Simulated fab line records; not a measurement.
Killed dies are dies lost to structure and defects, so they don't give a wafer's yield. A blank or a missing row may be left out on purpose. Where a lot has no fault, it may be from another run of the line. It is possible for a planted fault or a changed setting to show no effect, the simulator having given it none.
fab line records	flow sky130	part 1 of 2: steps 1 to 42 of 43
record: lots: 6	wafers: 18	last_day: 50
route steps=708 shown VIA3@581 METAL4@598 CAP2M@603 PAD_OPEN@708
lots untouched by any fault: they come from a run of this same line in which no faults occurred
start_h: hours from the record's first day to the start of the lot's first wafer shown	wait_h: how many hours have passed since the lot's step before this one	" the same as in the row above	L1.1+2: one row covering several wafers at once	- no value, or no start was given	* or withheld: withheld	< > ~ a bound
route shown NAME@n: NAME is a module with steps in the file, n the number in the route of the first one	usual: mean/standard deviation of fault-free wafers	same: alike in all rows	chamber/n: place in a boat	sites: per-site readings	_std_site: the values' standard deviation	_edge_site: mean of outer sites minus mean of inner sites	radius_mm: for every site, how far away it sits from the centre of the wafer	mask NAME#n: copy n	behind: the most recent tool/chamber to have shaped the wafer	hold: why the lot went on hold/how many hours it stayed there/how the hold came to an end	device: whichever transistor did not switch (one of n, p or np)	end of line: the same wafers' tests at the end of the route	a step with no rows: only its recipe	killed: dies lost to structure and defects at the first sort, not the wafer's yield	map: dies across one wafer; x = killed, . = not, _ = none there
set.NAME: the setting that was run; set.NAME@STEP: the one run at that earlier step	model.NAME: the simulator's own value behind a step, which no gauge read
lots at selected steps of the route; one table per step, one row per wafer
services: a tool's chamber out of use, with start hour (start_h, from the record's first day; less than 0 if before it), hours out, and reason
== steps ==
step: SKY_VIA3_SOFTBAKE_08
recipe: temp_c: 100	time_s: 90	resist: KrF-thick
step: SKY_VIA3_EXPOSE_09
recipe: mask_id: VIM3	na: 0.8	source_shape: annular	sigma_inner: 0.55	sigma_outer: 0.85	target_cd_nm: 200	dose_mj: 38
step: SKY_VIA3_PEB_10
recipe: peb_temp_c: withheld	peb_time_s: withheld	resist: KrF-thick
step: SKY_VIA3_DEVELOP_11
recipe: develop_time_s: 60	resist: KrF-thick	dev_temp_c: 21
step: SKY_VIA3_CD_MEAS_12
recipe: target_cd_nm: 200
usual: cd_nm: 200.2/1.2
lot.wafer	tool	chamber	start_h	wait_h	cd_nm
L527.2	cd_sem-02	-	962.86	-	200.1
L527.3	"	-	"	"	201.3
L527.5	"	-	"	"	200.0
L528.3	cd_sem-01	-	971.93	-	203.0
L528.4	"	-	"	"	201.1
L528.5	"	-	"	"	202.8
L533.1	cd_sem-01	-	996.25	-	199.7
L533.3	"	-	"	"	200.4
L533.5	"	-	"	"	199.3
L535.3	cd_sem-02	-	1010.20	-	200.6
L535.5	"	-	"	"	199.8
L535.6	"	-	"	"	202.1
L536.2	cd_sem-02	-	1011.62	-	199.9
L536.3	"	-	"	"	199.7
L536.6	"	-	"	"	199.9
L544.2	cd_sem-02	-	1075.29	-	199.4
L544.3	"	-	"	"	199.5
L544.6	"	-	"	"	199.8
step: SKY_VIA3_OVL_MEAS_13
usual: VIA3_OVL: 6/4.8
lot.wafer	tool	chamber	start_h	wait_h	VIA3_OVL[nm]
L527.2	overlay-01	-	962.97	0.1	3
L527.3	"	-	"	"	7
L527.5	"	-	"	"	2
L528.3	overlay-02	-	972.02	0.1	4
L528.4	"	-	"	"	11
L528.5	"	-	"	"	8
L533.1	overlay-01	-	996.37	0.1	-1
L533.3	"	-	"	"	-1
L533.5	"	-	"	"	2
L535.3	overlay-01	-	1010.29	0.1	-1
L535.5	"	-	"	"	6
L535.6	"	-	"	"	1
L536.2	overlay-02	-	1011.73	0.1	2
L536.3	"	-	"	"	-2
L536.6	"	-	"	"	5
L544.2	overlay-01	-	1075.40	0.1	7
L544.3	"	-	"	"	9
L544.6	"	-	"	"	9
step: SKY_VIA3_ETCH_14
recipe: chemistry: N2/H2	target: BARC	ion_energy_ev: 200	source_w: 500	bias_w: 100	pressure_mtorr: 30	n2_flow_sccm: 100	h2_flow_sccm: 200	stop_on: SiO2	time_s: 45.9	target_depth_a: 600
usual: drypump_motor_current_A: 5.7/0.54	oes_product_au: 0.855/0.0047	throttle_valve_pct: 13.225/0.0091
lot.wafer	tool	chamber	start_h	wait_h	drypump_motor_current_A	oes_product_au	rf_hours_counter_h	throttle_valve_pct
L527.2	rie_diel-02	0	963.00	0.0	5.5	0.857	27	13.237
L527.3	"	2	"	"	6.5	0.855	18	13.218
L527.5	"	0	"	"	5.5	0.862	-	13.216
L528.3	rie_diel-04	3	972.05	0.0	5.8	0.859	16	13.223
L528.4	"	0	"	"	6.3	0.858	0	13.213
L528.5	"	1	"	"	4.7	0.850	-	13.241
L533.1	rie_diel-01	2	996.41	0.0	5.6	0.859	15	13.218
L533.3	"	1	"	"	5.5	0.851	21	13.225
L533.5	"	3	"	"	5.5	0.855	-	13.225
L535.3	rie_diel-01	1	1010.32	0.0	5.6	0.858	21	13.223
L535.5	"	3	"	"	5.5	0.855	-	13.235
L535.6	"	0	"	"	5.3	0.860	-	13.206
L536.2	rie_diel-02	0	1011.76	0.0	5.5	0.848	29	13.213
L536.3	"	3	"	"	5.6	0.856	27	13.221
L536.6	"	2	"	"	6.6	0.850	-	13.215
L544.2	rie_diel-02	1	1075.43	0.0	5.6	0.853	24	13.226
L544.3	"	0	"	"	5.5	0.851	0	13.224
L544.6	"	0	"	"	5.5	0.848	-	13.220
step: SKY_VIA3_ETCH_15
recipe: target: SiO2	chemistry: C4F8/O2/Ar	target_depth_nm: 507	stop_on: TiN	mask_material: KrF-thick	source_w: 1500	bias_w: 1200	pressure_mtorr: 40	c4f8_flow_sccm: withheld	O2_flow_sccm: 6	Ar_flow_sccm: 300	time_s: 78
step: SKY_VIA3_STRIP_16
recipe: chemistry: O2/N2	power_w: 1400	pressure_mtorr: 1500	platen_temp_c: withheld	o2_flow_sccm: 3000	n2_flow_sccm: 300	overash_fraction: 0.5
step: SKY_VIA3_STRIP_17
recipe: chemistry: post_etch_residue_remover	time_s: 1200	temp_c: 72.5
step: SKY_VIA3_CLEAN_18
recipe: chemistry: IPA	time_s: 180	temp_c: 25
step: SKY_VIA3_CLEAN_19
recipe: chemistry: O3/DIW	dry: n2_spin
step: SKY_VIA3_SPUTTER_20
recipe: material: TiN	target_thk_nm: 20	chamber_pressure_pa: 5	power_w: 4000	time_s: 80
usual: throttle_valve_pct: 29.4/0.74
lot.wafer	tool	chamber	start_h	wait_h	throttle_valve_pct
L527.2	pvd_sputter-03	-	963.69	0.0	29.2
L527.3	"	-	"	"	29.4
L527.5	"	-	"	"	29.2
L528.3	pvd_sputter-02	-	972.75	0.0	28.6
L528.4	"	-	"	"	29.5
L528.5	"	-	"	"	29.7
L533.1	pvd_sputter-02	-	997.10	0.0	31.5
L533.3	"	-	"	"	29.4
L533.5	"	-	"	"	29.8
L535.3	pvd_sputter-03	-	1011.07	0.0	29.6
L535.5	"	-	"	"	29.3
L535.6	"	-	"	"	29.2
L536.2	pvd_sputter-02	-	1012.45	0.0	31.4
L536.3	"	-	"	"	29.4
L536.6	"	-	"	"	29.8
L544.2	pvd_sputter-03	-	1076.17	0.0	29.2
L544.3	"	-	"	"	29.1
L544.6	"	-	"	"	30.3
step: SKY_VIA3_CVD_21
recipe: material: W	target_thk_nm: 390	time_s: 117.31	temp_c: 400	pressure_torr: 40
usual: heater_power_w: 861/78	susceptor_temp_C: 399.99/0.2
lot.wafer	tool	chamber	start_h	wait_h	heater_power_w	susceptor_temp_C
L527.2	cvd_w-01	0	963.75	0.0	886	399.97
L527.3	"	0	"	"	872	399.80
L527.5	"	0	"	"	861	399.61
L528.3	cvd_w-01	0	972.85	0.1	846	399.76
L528.4	"	1	"	"	728	400.39
L528.5	"	1	"	"	775	400.05
L533.1	cvd_w-02	0	997.16	0.0	864	399.91
L533.3	"	0	"	"	839	400.08
L533.5	"	0	"	"	869	399.66
L535.3	cvd_w-01	1	1011.17	0.1	742	400.17
L535.5	"	1	"	"	760	399.76
L535.6	"	0	"	"	894	399.92
L536.2	cvd_w-02	1	1012.51	0.0	975	400.01
L536.3	"	0	"	"	844	399.99
L536.6	"	1	"	"	957	400.56
L544.2	cvd_w-01	1	1076.23	0.0	751	399.91
L544.3	"	1	"	"	742	399.84
L544.6	"	0	"	"	891	400.15
step: SKY_VIA3_RS_MEAS_22
recipe: thk_meas_gauge: four-point-probe	reads: W_of_VIA3_CVD_21+TiN_of_VIA3_SPUTTER_20
usual: VIA3_W_RS: 0.295/0.0037
lot.wafer	tool	chamber	start_h	wait_h	VIA3_W_RS[ohm/sq]
L527.2	film_metro-01	-	963.90	0.1	0.295
L527.3	"	-	"	"	0.297
L527.5	"	-	"	"	0.296
L528.3	film_metro-02	-	972.97	0.1	0.298
L528.4	"	-	"	"	0.299
L528.5	"	-	"	"	0.301
L533.1	film_metro-04	-	997.28	0.1	0.295
L533.3	"	-	"	"	0.292
L533.5	"	-	"	"	0.294
L535.3	film_metro-01	-	1011.29	0.1	0.298
L535.5	"	-	"	"	0.300
L535.6	"	-	"	"	0.296
L536.2	film_metro-02	-	1012.65	0.1	0.289
L536.3	"	-	"	"	0.296
L536.6	"	-	"	"	0.290
L544.2	film_metro-01	-	1076.37	0.1	0.301
L544.3	"	-	"	"	0.298
L544.6	"	-	"	"	0.295
step: SKY_VIA3_THK_MEAS_23
recipe: thk_meas_gauge: xrf	reads: W_of_VIA3_CVD_21
usual: VIA3_W_THK: 397/5.9
lot.wafer	tool	chamber	start_h	wait_h	VIA3_W_THK[nm]
L527.2	film_metro-01	-	964.01	0.1	394
L527.3	"	-	"	"	389
L527.5	"	-	"	"	394
L528.3	film_metro-02	-	973.07	0.1	393
L528.4	"	-	"	"	391
L528.5	"	-	"	"	390
L533.1	film_metro-04	-	997.40	0.1	398
L533.3	"	-	"	"	398
L533.5	"	-	"	"	395
L535.3	film_metro-01	-	1011.39	0.1	391
L535.5	"	-	"	"	388
L535.6	"	-	"	"	393
L536.2	film_metro-02	-	1012.76	0.1	405
L536.3	"	-	"	"	395
L536.6	"	-	"	"	404
L544.2	film_metro-01	-	1076.48	0.1	396
L544.3	"	-	"	"	399
L544.6	"	-	"	"	404
step: SKY_VIA3_CMP_24
recipe: stop_on: SiO2	t_overpolish_s: 20	down_force_psi: 3.5	platen_rpm: 60	target_thk_nm: 0	pad_velocity_m_s: 0.94248
step: SKY_METAL4_SPUTTER_00
recipe: material: Ti	target_thk_nm: 15	power_w: 3000	time_s: 10	chamber_pressure_pa: 0.4
step: SKY_METAL4_SPUTTER_01
recipe: material: TiN	target_thk_nm: 20	power_w: 6500	time_s: 16.7	chamber_pressure_pa: 0.4
step: SKY_METAL4_SPUTTER_02
recipe: material: AlCu	target_thk_nm: 735	power_w: 10600	time_s: 39.1	chamber_pressure_pa: 0.4
step: SKY_METAL4_SPUTTER_03
recipe: material: Ti	target_thk_nm: 5	power_w: 3000	time_s: 3.3	chamber_pressure_pa: 0.4
usual: throttle_valve_pct: 29.9/0.97
lot.wafer	tool	chamber	start_h	wait_h	throttle_valve_pct
L527.2	pvd_sputter-04	-	964.44	0.0	31.7
L527.3	"	-	"	"	29.9
L527.5	"	-	"	"	30.8
L528.3	pvd_sputter-01	-	973.50	0.0	28.9
L528.4	"	-	"	"	28.8
L528.5	"	-	"	"	28.9
L533.1	pvd_sputter-04	-	997.85	0.0	30.7
L533.3	"	-	"	"	29.6
L533.5	"	-	"	"	30.0
L535.3	pvd_sputter-01	-	1011.90	0.0	29.1
L535.5	"	-	"	"	28.4
L535.6	"	-	"	"	28.7
L536.2	pvd_sputter-01	-	1013.20	0.0	28.3
L536.3	"	-	"	"	28.9
L536.6	"	-	"	"	29.2
L544.2	pvd_sputter-03	-	1076.92	0.0	29.3
L544.3	"	-	"	"	28.9
L544.6	"	-	"	"	29.4
step: SKY_METAL4_SPUTTER_04
recipe: material: TiN	target_thk_nm: 70	power_w: 6500	time_s: 58.3	chamber_pressure_pa: 0.4
step: SKY_CAP2M_CVD_00
recipe: material: SiO2	target_thk_nm: 15.5	temp_c: 400	time_s: withheld	rf_w: 450
step: SKY_CAP2M_THK_MEAS_01
recipe: reads: SiO2_of_CAP2M_CVD_00
usual: CAP2M_CVD_00_THK: 15.56/0.25
lot.wafer	tool	chamber	start_h	wait_h	CAP2M_CVD_00_THK[nm]
L527.2	film_metro-03	-	964.55	-	15.43
L527.3	"	-	"	"	15.72
L527.5	"	-	"	"	15.84
L528.3	film_metro-03	-	973.62	-	15.50
L528.4	"	-	"	"	15.50
L528.5	"	-	"	"	15.48
L533.1	film_metro-03	-	997.95	-	15.70
L533.3	"	-	"	"	15.89
L533.5	"	-	"	"	15.73
L535.3	film_metro-02	-	1012.02	-	15.79
L535.5	"	-	"	"	15.70
L535.6	"	-	"	"	15.73
L536.2	film_metro-04	-	1013.30	-	15.52
L536.3	"	-	"	"	15.21
L536.6	"	-	"	"	15.53
L544.2	film_metro-02	-	1077.02	-	15.49
L544.3	"	-	"	"	15.24
L544.6	"	-	"	"	15.63
step: SKY_CAP2M_SPUTTER_02
recipe: material: TiN	target_thk_nm: 200	temp_c: 300	power_w: 6500	time_s: 166.7	chamber_pressure_pa: 0.4
usual: susceptor_temp_C: 299.97/0.19	throttle_valve_pct: 29.8/0.9
lot.wafer	tool	chamber	start_h	wait_h	susceptor_temp_C	throttle_valve_pct
L527.2	pvd_sputter-02	-	964.60	0.0	299.89	31.1
L527.3	"	-	"	"	300.39	28.6
L527.5	"	-	"	"	300.04	29.3
L528.3	pvd_sputter-04	-	973.66	0.0	299.91	30.6
L528.4	"	-	"	"	300.28	32.2
L528.5	"	-	"	"	299.94	31.0
L533.1	pvd_sputter-03	-	998.01	0.1	300.07	29.1
L533.3	"	-	"	"	300.07	29.3
L533.5	"	-	"	"	299.86	29.4
L535.3	pvd_sputter-03	-	1012.06	0.0	299.93	30.1
L535.5	"	-	"	"	299.95	29.4
L535.6	"	-	"	"	300.01	29.1
L536.2	pvd_sputter-02	-	1013.35	0.0	299.94	29.8
L536.3	"	-	"	"	300.16	29.4
L536.6	"	-	"	"	300.14	31.6
L544.2	pvd_sputter-03	-	1077.07	0.0	299.79	29.1
L544.3	"	-	"	"	300.17	29.4
L544.6	"	-	"	"	299.95	30.0
step: SKY_CAP2M_RS_MEAS_03
recipe: thk_meas_gauge: four-point-probe	reads: TiN_of_CAP2M_SPUTTER_02
usual: CAP2M_TIN_RS: 6.89/0.07
lot.wafer	tool	chamber	start_h	wait_h	CAP2M_TIN_RS[ohm/sq]
L527.2	film_metro-04	-	964.73	0.1	6.95
L527.3	"	-	"	"	7.01
L527.5	"	-	"	"	7.02
L528.3	film_metro-02	-	973.81	0.1	7.01
L528.4	"	-	"	"	6.89
L528.5	"	-	"	"	6.95
L533.1	film_metro-04	-	998.12	0.1	6.82
L533.3	"	-	"	"	6.79
L533.5	"	-	"	"	6.87
L535.3	film_metro-03	-	1012.21	0.1	6.88
L535.5	"	-	"	"	6.83
L535.6	"	-	"	"	6.92
L536.2	film_metro-03	-	1013.48	0.1	6.93
L536.3	"	-	"	"	6.90
L536.6	"	-	"	"	6.91
L544.2	film_metro-04	-	1077.20	0.1	6.97
L544.3	"	-	"	"	6.88
L544.6	"	-	"	"	6.89
step: SKY_CAP2M_THK_MEAS_04
recipe: thk_meas_gauge: xrf	reads: TiN_of_CAP2M_SPUTTER_02
usual: CAP2M_TIN_THK: 201.5/2
lot.wafer	tool	chamber	start_h	wait_h	CAP2M_TIN_THK[nm]
L527.2	film_metro-04	-	964.84	0.1	197.9
L527.3	"	-	"	"	196.4
L527.5	"	-	"	"	197.8
L528.3	film_metro-02	-	973.91	0.1	198.7
L528.4	"	-	"	"	202.4
L528.5	"	-	"	"	199.2
L533.1	film_metro-04	-	998.24	0.1	202.8
L533.3	"	-	"	"	204.3
L533.5	"	-	"	"	201.5
L535.3	film_metro-03	-	1012.31	0.1	201.6
L535.5	"	-	"	"	203.5
L535.6	"	-	"	"	201.3
L536.2	film_metro-03	-	1013.59	0.1	200.7
L536.3	"	-	"	"	201.6
L536.6	"	-	"	"	200.5
L544.2	film_metro-04	-	1077.31	0.1	199.6
L544.3	"	-	"	"	202.5
L544.6	"	-	"	"	200.9
step: SKY_CAP2M_DEHYDRATE_05
recipe: temp_c: 200	time_s: 60
step: SKY_CAP2M_HMDS_06
recipe: prime_time_s: 60	prime_temp_c: 120
step: SKY_CAP2M_COAT_07
recipe: resist: NOVOLAK	spin_rpm: 3000	resist_thk_nm: 1140
step: SKY_CAP2M_SOFTBAKE_08
recipe: temp_c: 90	time_s: 60	resist: NOVOLAK
step: SKY_CAP2M_EXPOSE_09
recipe: mask_id: CAP2M	na: 0.6	source_shape: conventional	sigma_outer: 0.6	polarization: unpolarized	target_cd_nm: 1000	dose_mj: 159
step: SKY_CAP2M_PEB_10
recipe: temp_c: withheld	time_s: *	resist: NOVOLAK
step: SKY_CAP2M_DEVELOP_11
recipe: resist: NOVOLAK	developer: TMAH	develop_time_s: 60	dev_temp_c: 23
step: SKY_CAP2M_OVL_MEAS_12
usual: CAP2M_OVL: 1.1/1.6
lot.wafer	tool	chamber	start_h	wait_h	CAP2M_OVL[nm]
L527.2	overlay-01	-	987.51	0.1	3.9
L527.3	"	-	"	"	3.2
L527.5	"	-	"	"	3.6
L528.3	overlay-02	-	996.83	0.1	0.1
L528.4	"	-	"	"	-2.9
L528.5	"	-	"	"	-1.0
L533.1	overlay-01	-	1021.24	0.1	-0.5
L533.3	"	-	"	"	2.3
L533.5	"	-	"	"	-1.1
L535.3	overlay-02	-	1034.95	0.1	-0.6
L535.5	"	-	"	"	0.7
L535.6	"	-	"	"	-0.2
L536.2	overlay-01	-	1035.90	0.1	0.4
L536.3	"	-	"	"	1.2
L536.6	"	-	"	"	-0.4
L544.2	overlay-01	-	1097.72	0.1	1.3
L544.3	"	-	"	"	1.0
L544.6	"	-	"	"	0.2
step: SKY_CAP2M_METAL_ETCH_13
recipe: target_depth_nm: 220	stop_on: SiO2	chemistry: Cl2/BCl3	target: TiN	pressure_mtorr: 10	icp_w: 900	bias_w: 48.5	Cl2_flow_sccm: 60	bcl3_flow_sccm: 30	time_s: 62.9
usual: drypump_motor_current_A: 5.6/0.44	oes_product_au: 0.943/0.0074	throttle_valve_pct: 21.902/0.0096
lot.wafer	tool	chamber	start_h	wait_h	drypump_motor_current_A	oes_product_au	rf_hours_counter_h	throttle_valve_pct
L527.2	rie_metal-04	0	987.68	0.2	5.0	0.940	6	21.907
L527.3	"	0	"	"	5.0	0.934	-	21.911
L527.5	"	1	"	"	6.0	0.935	-	21.923
L528.3	rie_metal-04	1	996.88	0.0	6.1	0.929	-	21.908
L528.4	"	0	"	"	5.0	0.940	-	21.908
L528.5	"	0	"	"	5.0	0.935	-	21.912
L533.1	rie_metal-04	0	1021.28	0.0	5.0	0.948	8	21.888
L533.3	"	0	"	"	5.0	0.948	-	21.900
L533.5	"	1	"	"	6.1	0.944	-	21.892
L535.3	rie_metal-03	0	1035.00	0.0	5.6	0.948	-	21.898
L535.5	"	0	"	"	5.5	0.951	-	21.915
L535.6	"	1	"	"	6.2	0.945	-	21.890
L536.2	rie_metal-04	0	1035.93	0.0	5.0	0.942	8	21.896
L536.3	"	1	"	"	6.1	0.934	-	21.902
L536.6	"	1	"	"	6.1	0.943	-	21.892
L544.2	rie_metal-02	1	1097.75	0.0	5.2	0.937	24	21.912
L544.3	"	1	"	"	5.2	0.943	-	21.921
L544.6	"	0	"	"	5.6	0.946	-	21.904
step: SKY_CAP2M_STRIP_14
recipe: chemistry: O2/N2	power_w: 1400	pressure_mtorr: 1500	platen_temp_c: withheld	o2_flow_sccm: 3000	n2_flow_sccm: 300	overash_fraction: 0.5
step: SKY_CAP2M_STRIP_15
recipe: chemistry: post_etch_residue_remover	time_s: 1200	temp_c: 72.5
step: SKY_CAP2M_CLEAN_16
recipe: chemistry: IPA	time_s: 180	temp_c: 25
step: SKY_CAP2M_CLEAN_17
recipe: chemistry: O3/DIW	dry: n2_spin
step: SKY_METAL4_DEHYDRATE_05
recipe: temp_c: 200	time_s: 60
step: SKY_METAL4_HMDS_06
recipe: prime_time_s: 60	prime_temp_c: 120
